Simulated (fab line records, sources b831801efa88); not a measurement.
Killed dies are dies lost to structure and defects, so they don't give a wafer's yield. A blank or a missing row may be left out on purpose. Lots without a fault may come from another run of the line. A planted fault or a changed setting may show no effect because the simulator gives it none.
Which tool did it? | flow gf180mcu | 13 lots, 39 wafers sampled, at 5 steps of a route of 602

WHAT THE GAUGES READ, wafer by wafer
GF_LVPWELL_OVL_MEAS_07. Usual: LVPWELL_OVL 0.4 nm, standard deviation 1.6.
lot  | measured    | on         | LVPWELL_OVL (nm) | flag
L182 | day 4 08:01 | overlay-01 | -0.3 -2.5 -0.7   |
L183 | day 4 14:44 | overlay-01 | -0.4 -2.3 1.0    |
L184 | day 4 18:30 | overlay-02 | 0.7 -0.4 1.4     |
L185 | day 4 20:25 | overlay-01 | -0.2 1.4 -2.0    |
L192 | day 6 10:03 | overlay-02 | -1.4 1.8 1.7     |
L193 | day 6 16:26 | overlay-02 | 1.2 4.2 4.4      |
L197 | day 7 13:22 | overlay-01 | -1.0 1.1 -1.0    |
L198 | day 7 20:30 | overlay-02 | 2.1 -2.0 0.8     |
L199 | day 8 02:57 | overlay-01 | -0.6 -0.4 1.2    |
L200 | day 8 07:51 | overlay-01 | -1.0 -1.6 -1.6   |
L202 | day 8 19:03 | overlay-01 | 0.2 -0.5 0.4     |
L203 | day 9 00:57 | overlay-02 | 0.0 0.8 -0.3     |
L204 | day 9 06:55 | overlay-01 | -2.0 -0.6 0.4    |

GF_DUAL_GATE_OVL_MEAS_11. Usual: DUAL_GATE_OVL 0.2 nm, standard deviation 1.4.
lot  | measured     | on         | DUAL_GATE_OVL (nm) | flag
L182 | day 8 21:18  | overlay-01 | 1.3 2.7 1.2        |
L183 | day 9 05:50  | overlay-01 | -1.5 -0.7 -0.4     |
L184 | day 9 08:46  | overlay-02 | -0.6 2.1 1.6       |
L185 | day 9 13:03  | overlay-02 | -1.9 0.1 -0.1      |
L192 | day 11 11:00 | overlay-02 | 0.2 0.1 0.3        |
L193 | day 11 21:00 | overlay-02 | - - -              | OFF
L197 | day 12 20:40 | overlay-01 | 0.1 -0.9 0.7       |
L198 | day 13 05:03 | overlay-01 | -1.1 -4.0 -0.9     |
L199 | day 13 15:18 | overlay-02 | 0.6 1.1 1.3        |
L200 | day 13 20:06 | overlay-01 | -0.1 1.4 0.2       |
L202 | day 14 10:18 | overlay-01 | -0.5 0.8 0.3       |
L203 | day 14 15:58 | overlay-02 | 1.8 0.4 1.6        |
L204 | day 15 01:37 | overlay-02 | -3.3 2.5 -0.4      |

GF_POLY_GATE_THK_MEAS_01. Usual: POLY_GATE_CVD_00_THK 199.9 nm, standard deviation 1.8.
lot  | measured     | on            | POLY_GATE_CVD_00_THK (nm) | flag
L182 | day 9 00:52  | film_metro-02 | 200.6 198.4 198.7         |
L183 | day 9 09:42  | film_metro-04 | 198.8 199.9 199.6         |
L184 | day 9 13:07  | film_metro-04 | 201.7 202.4 202.4         |
L185 | day 9 17:58  | film_metro-02 | 200.4 199.1 200.5         |
L192 | day 11 14:25 | film_metro-04 | 197.9 198.3 197.5         |
L197 | day 12 23:50 | film_metro-02 | 201.2 200.2 201.8         |
L198 | day 13 08:13 | film_metro-03 | 199.8 200.5 201.1         |
L199 | day 13 18:33 | film_metro-04 | 203.2 202.3 202.9         |
L200 | day 13 23:49 | film_metro-02 | 198.6 198.8 200.3         |
L202 | day 14 13:28 | film_metro-03 | 199.1 199.3 198.8         |
L203 | day 14 21:52 | film_metro-03 | 201.7 199.8 200.4         |
L204 | day 15 04:46 | film_metro-02 | 196.3 197.7 197.2         |

WHICH TOOL RAN EACH LOT (tool, then ch and the chambers of the sampled wafers, then the start)
lot  | GF_DNWELL_STRIP_08                  | GF_DUAL_GATE_EXPOSE_08
L182 | plasma_asher-01 ch 0,1, day 3 05:01 | iline_stepper-02 ch 0, day 8 13:12
L183 | plasma_asher-02 ch 0,1, day 3 12:01 | iline_stepper-02 ch 0, day 8 21:00
L184 | plasma_asher-04 ch 0,1, day 3 15:40 | iline_stepper-02 ch 0, day 9 00:19
L185 | plasma_asher-04 ch 0,1, day 3 17:52 | iline_stepper-02 ch 0, day 9 04:52
L192 | plasma_asher-02 ch 0,1, day 5 05:37 | iline_stepper-02 ch 0, day 11 02:08
L193 | plasma_asher-02 ch 0,1, day 5 10:34 | iline_stepper-01 ch 0, day 11 11:58
L197 | plasma_asher-04 ch 0,1, day 6 06:35 | iline_stepper-01 ch 0, day 12 11:31
L198 | plasma_asher-02 ch 0,1, day 6 12:51 | iline_stepper-01 ch 0, day 12 19:00
L199 | plasma_asher-04 ch 0,1, day 6 18:37 | iline_stepper-01 ch 0, day 13 05:32
L200 | plasma_asher-02 ch 0,1, day 6 23:34 | iline_stepper-01 ch 0, day 13 10:15
L202 | plasma_asher-01 ch 0,1, day 7 09:37 | iline_stepper-02 ch 0, day 14 00:03
L203 | plasma_asher-02 ch 0,1, day 7 16:18 | iline_stepper-01 ch 0, day 14 05:48
L204 | plasma_asher-01 ch 0,1, day 7 20:41 | iline_stepper-01 ch 0, day 14 15:32
- GF_DNWELL_STRIP_08: strips in O2/N2.
- GF_DUAL_GATE_EXPOSE_08: exposes mask Dualgate, target cd 700 nm.

WHAT THE TOOLS THEMSELVES READ (means of the sampled wafers that have a number; where no wafer has one, the mark that the record gives instead)
GF_DNWELL_STRIP_08. Usual: drypump_motor_current_A 5.8 A, standard deviation 0.49; heater_power_w 338 W, standard deviation 10; oes_product_au 0.722 a.u., standard deviation 0.0052; strip_time_to_endpoint_s 36.97 s, standard deviation 0.1.
lot  | tool            | drypump_motor_current_A (A) | heater_power_w (W) | oes_product_au (a.u.) | strip_time_to_endpoint_s (s) | flag
L182 | plasma_asher-01 | 5.4                         | 339                | 0.723                 | 37.04                        |
L183 | plasma_asher-02 | 6.1                         | 350                | 0.729                 | 36.92                        |
L184 | plasma_asher-04 | 6.1                         | 329                | 0.719                 | 37.01                        |
L185 | plasma_asher-04 | 6.4                         | 333                | 0.724                 | 36.95                        |
L192 | plasma_asher-02 | 6.0                         | 346                | 0.718                 | 36.98                        |
L193 | plasma_asher-02 | 6.1                         | 347                | 0.722                 | 36.96                        |
L197 | plasma_asher-04 | 6.4                         | 328                | 0.717                 | 37.03                        |
L198 | plasma_asher-02 | 5.7                         | 344                | 0.721                 | 37.15                        |
L199 | plasma_asher-04 | 6.1                         | 328                | 0.719                 | 37.04                        |
L200 | plasma_asher-02 | 5.7                         | 350                | 0.717                 | 36.98                        |
L202 | plasma_asher-01 | 5.4                         | 335                | 0.722                 | 37.00                        |
L203 | plasma_asher-02 | 6.1                         | 346                | 0.726                 | 37.07                        |
L204 | plasma_asher-01 | 5.5                         | 325                | 0.724                 | 36.95                        |

GF_DUAL_GATE_EXPOSE_08. Usual: exposure_dose_mJ_cm2 140.04, standard deviation 0.12.
lot  | tool             | exposure_dose_mJ_cm2 | flag
L182 | iline_stepper-02 | 139.99               |
L183 | iline_stepper-02 | 140.04               |
L184 | iline_stepper-02 | 140.04               |
L185 | iline_stepper-02 | 140.01               |
L192 | iline_stepper-02 | 140.16               |
L193 | iline_stepper-01 | 140.04               |
L197 | iline_stepper-01 | 140.00               |
L198 | iline_stepper-01 | 139.92               |
L199 | iline_stepper-01 | 140.09               |
L200 | iline_stepper-01 | 140.06               |
L202 | iline_stepper-02 | 140.08               |
L203 | iline_stepper-01 | 139.95               |
L204 | iline_stepper-01 | 139.99               |

THE ANSWER, worked out from the rows above alone
Rule: a lot is off if the mean of its wafers that have a number lies more than 3 standard deviations from the usual mean. A lot without any number at a reading at which 4 lots or more have one is off too. The other lots that the step has rows for count as sound. The gauges are gone through in route order, then the tools' own readings, and for those a lot's mean is taken as printed above. The first step at which some lot is off is used, and at that step the reading that is off furthest; a lot without a number counts as furthest.
Off: L193, at GF_DUAL_GATE_OVL_MEAS_11 (DUAL_GATE_OVL). Without a number there: L193.
A tool fits if, at a process step before that reading, it ran every lot that is off, and no sound lot after the first of them. The gauges at GF_DUAL_GATE_OVL_MEAS_11 are tried like those tools. None of those tried fits.

WHAT THE SIMULATOR HAD PUT IN
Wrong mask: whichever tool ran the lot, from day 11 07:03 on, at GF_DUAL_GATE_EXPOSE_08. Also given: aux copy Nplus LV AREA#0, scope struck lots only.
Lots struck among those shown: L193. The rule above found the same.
